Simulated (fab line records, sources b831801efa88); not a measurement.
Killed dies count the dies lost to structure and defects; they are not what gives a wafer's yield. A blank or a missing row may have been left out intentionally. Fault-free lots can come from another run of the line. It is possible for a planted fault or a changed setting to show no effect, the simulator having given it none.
Comparing a struck lot with a sound one -- flow sky130 -- 31 out of 708 route steps
Sound: the wafers L707.2, L707.3, L707.4. Struck: wafers L716.2, L716.5. (L716.1 of the same lot was not struck and is left out.) The cause comes at the end.
For every step that has rows: the tool of each side, followed by ch and its chambers, followed by its first start. Under that, the readings that differ: sound wafers -- struck wafers -- difference of the means -- sigmas: that difference in standard deviations of wafers without a fault.
alike: readings with means less than 2 such deviations apart, plus words and numbers identical on both sides. not compared: withheld readings, readings lacking a value on some wafer, bounds such as >300 that could conceal the same value, and numbers that have no deviation in the record and whose values overlap.
Wherever a step has rows on one side only, a row that says differs or no value, or a row with sigmas, the two part there. Numbers that don't overlap but have no deviation are shown without sigmas and don't part them. Lack of a reading on every wafer of one side parts them only where that side has two or more wafers.

SKY_LI_CONTACT_OVL_MEAS_13:
  sound on overlay-02, day 32 04:08; struck on overlay-02, day 34 07:44
reading,sound,struck,difference,sigmas
LI_CONTACT_OVL (nm),-10 -9 -1,5 6,+12,+3
then, 1 step without rows for these wafers: SKY_LI_CONTACT_ETCH_14 (etches BARC in N2/H2, stops on SiO2, time 45.9 s, target depth 60 nm).
SKY_LI_CONTACT_ETCH_15: etches PSG in C4F8/O2/Ar, stops on Si, target depth 600 nm.
  sound on rie diel-01 ch 1,2,3, day 32 04:13; struck on rie diel-01 ch 0,1, day 34 07:49
  alike: bias w, oes product au
then, 4 steps without rows for these wafers: SKY_LI_CONTACT_STRIP_16 (strips in O2/N2); SKY_LI_CONTACT_CLEAN_17 (cleans in NMP, time 600 s); SKY_LI_CONTACT_PRE_CLEAN_18 (time 5.6 s); SKY_LI_CONTACT_SPUTTER_19 (material Ti, target thk 20 nm, time 106.37 s).
SKY_LI_CONTACT_SPUTTER_20: material TiN, target thk 20 nm, time 80 s.
  sound on pvd sputter-02, day 32 04:40; struck on pvd sputter-01, day 34 08:17
reading,sound,struck,difference,sigmas
throttle valve pct (%),29.9 29.8 28.8,32.1 32.3,+2.7,+2
SKY_LI_CONTACT_CVD_21: deposits W, target thk 400 nm, time 120.56 s.
  sound on cvd w-01 ch 0,1, day 32 04:44; struck on cvd w-02 ch 0,1, day 34 08:21
  alike: chamber pressure Torr, heater power w
  not compared: since wet clean h
SKY_LI_CONTACT_RS_MEAS_22: measurement is done with a four-point probe.
  sound on film metro-01, day 32 04:53; struck on film metro-04, day 34 08:29
  alike: LI_CONTACT_W_RS
SKY_LI_CONTACT_THK_MEAS_23: measures by xrf.
  sound on film metro-01, day 32 04:59; struck on film metro-04, day 34 08:36
  alike: LI_CONTACT_W_THK
SKY_LI_CONTACT_CMP_24: polishes, stops on PSG, t overpolish 20 s, target thk 0 nm.
  sound on cmp-01 ch 0,2,3, day 32 05:02; struck on cmp-01 ch 2,3, day 34 08:46
reading,sound,struck,difference,sigmas
time to endpoint s (s),104 114 106,97 94,-12,-3
  alike: head pressure psi, motor current A, overpolish run s, retaining ring pressure frac, slurry flow ml min
SKY_LOCAL_INTERCONNECT_SPUTTER_00: material TiN, target thk 100 nm, time 83.3 s.
  sound on pvd sputter-04, day 32 05:20; struck on pvd sputter-04, day 34 08:58
reading,sound,struck,difference,sigmas
model.TiN_of_LOCAL_INTERCONNECT_SPUTTER_00.thk nm (nm),99.46 100.1 99.83,88.15 88.96,-11.24,
  alike: throttle valve pct
SKY_LOCAL_INTERCONNECT_RS_MEAS_01: measurement is done with a four-point probe.
  sound on film metro-04, day 32 05:25; struck on film metro-04, day 34 09:01
reading,sound,struck,difference,sigmas
LOCAL_INTERCONNECT_TIN_RS (ohm/sq),14.22 14.13 14.19,16.14 16.02,+1.90,+13
SKY_LOCAL_INTERCONNECT_THK_MEAS_02: measures by xrf.
  sound on film metro-04, day 32 05:32; struck on film metro-04, day 34 09:08
reading,sound,struck,difference,sigmas
LOCAL_INTERCONNECT_TIN_THK (nm),98.5 99.4 99.3,87.5 88.4,-11.1,-10
then, 8 steps without rows for these wafers: SKY_LOCAL_INTERCONNECT_DEHYDRATE_03 (time 60 s); SKY_LOCAL_INTERCONNECT_HMDS_04 (prime time 60 s); SKY_LOCAL_INTERCONNECT_COAT_05 (resist thk 60 nm); SKY_LOCAL_INTERCONNECT_COAT_06 (resist thk 450 nm); SKY_LOCAL_INTERCONNECT_SOFTBAKE_07 (time 90 s); SKY_LOCAL_INTERCONNECT_EXPOSE_08 (exposes mask LI1M, target cd 170 nm); SKY_LOCAL_INTERCONNECT_PEB_09; SKY_LOCAL_INTERCONNECT_DEVELOP_10 (develop time 60 s).
SKY_LOCAL_INTERCONNECT_CD_MEAS_11: the cd target is 170 nm.
  sound on cd sem-02, day 33 08:28; struck on cd sem-02, day 35 12:42
  alike: cd nm
SKY_LOCAL_INTERCONNECT_OVL_MEAS_12:
  sound on overlay-02, day 33 08:35; struck on overlay-02, day 35 12:49
  alike: LOCAL_INTERCONNECT_OVL
SKY_LOCAL_INTERCONNECT_ETCH_13: etches BARC in N2/H2, stops on SiO2, time 45.9 s, target depth 60 nm.
  sound on rie metal-03 ch 0,1, day 33 08:37; struck on rie metal-03 ch 1, day 35 12:52
  alike: bias w, drypump motor current A, oes product au, throttle valve pct
  not compared: rf hours counter h
SKY_LOCAL_INTERCONNECT_METAL_ETCH_14: etches TiN in Cl2/BCl3, stops on PSG, target depth 110 nm, time 31.4 s.
  sound on rie metal-03 ch 0,1, day 33 08:40; struck on rie metal-03 ch 1, day 35 12:55
reading,sound,struck,difference,sigmas
bias w (W),48.56 48.27 48.31,48.71 48.66,+0.30,+2
oes product au (a.u.),0.944 0.946 0.939,0.871 0.875,-0.070,-9
throttle valve pct (%),21.884 21.897 21.908,21.951 21.945,+0.052,+5
  alike: drypump motor current A
  not compared: rf hours counter h
then, 1 step without rows for these wafers: SKY_LOCAL_INTERCONNECT_STRIP_15 (strips in O2/N2).
SKY_LOCAL_INTERCONNECT_STRIP_16: strips in post etch residue remover, time 1200 s.
  sound on wet bench-01 ch 0, day 33 08:49; struck on wet bench-04 ch 3, day 35 13:04
reading,sound,struck,difference,sigmas
model.TiN_of_LOCAL_INTERCONNECT_SPUTTER_00.thk nm (nm),99.03 99.66 99.4,87.73 88.54,-11.23,
then, 1 step without rows for these wafers: SKY_LOCAL_INTERCONNECT_CLEAN_17 (cleans in IPA, time 180 s).
-- the record jumps here: 14 days lie between the struck wafers' starts before and after (it left off in module LOCAL_INTERCONNECT and takes up again in module PAD_OPEN, whose first step shown is number 708 of the route) --
SKY_PAD_OPEN_PROBE_99:
  sound on prober-01, day 48 02:08; struck on prober-02, day 49 16:12
reading,sound,struck,difference,sigmas
model.etest.res li.line ohm um,75.75 74.69 74.97,85.47 85.34,+10.27,
model.etest.res li.rs ohm sq,12.88 12.87 12.91,14.57 14.52,+1.66,
model.etest.mcon chain.rc ohm,16.86 16.42 16.79,17.45 17.56,+0.81,
  alike: killed_at_M0_to_M3, killed_at_M4_up, killed at contacts, killed at front end, killed at other, killed dies, killed open, killed short

== WHERE THEY PART ==
First at SKY_LI_CONTACT_OVL_MEAS_13; last, within this record, at SKY_LOCAL_INTERCONNECT_METAL_ETCH_14. Later steps at which nothing parts them and some readings are alike: SKY_PAD_OPEN_PROBE_99.

WHY: the cause the simulator had injected
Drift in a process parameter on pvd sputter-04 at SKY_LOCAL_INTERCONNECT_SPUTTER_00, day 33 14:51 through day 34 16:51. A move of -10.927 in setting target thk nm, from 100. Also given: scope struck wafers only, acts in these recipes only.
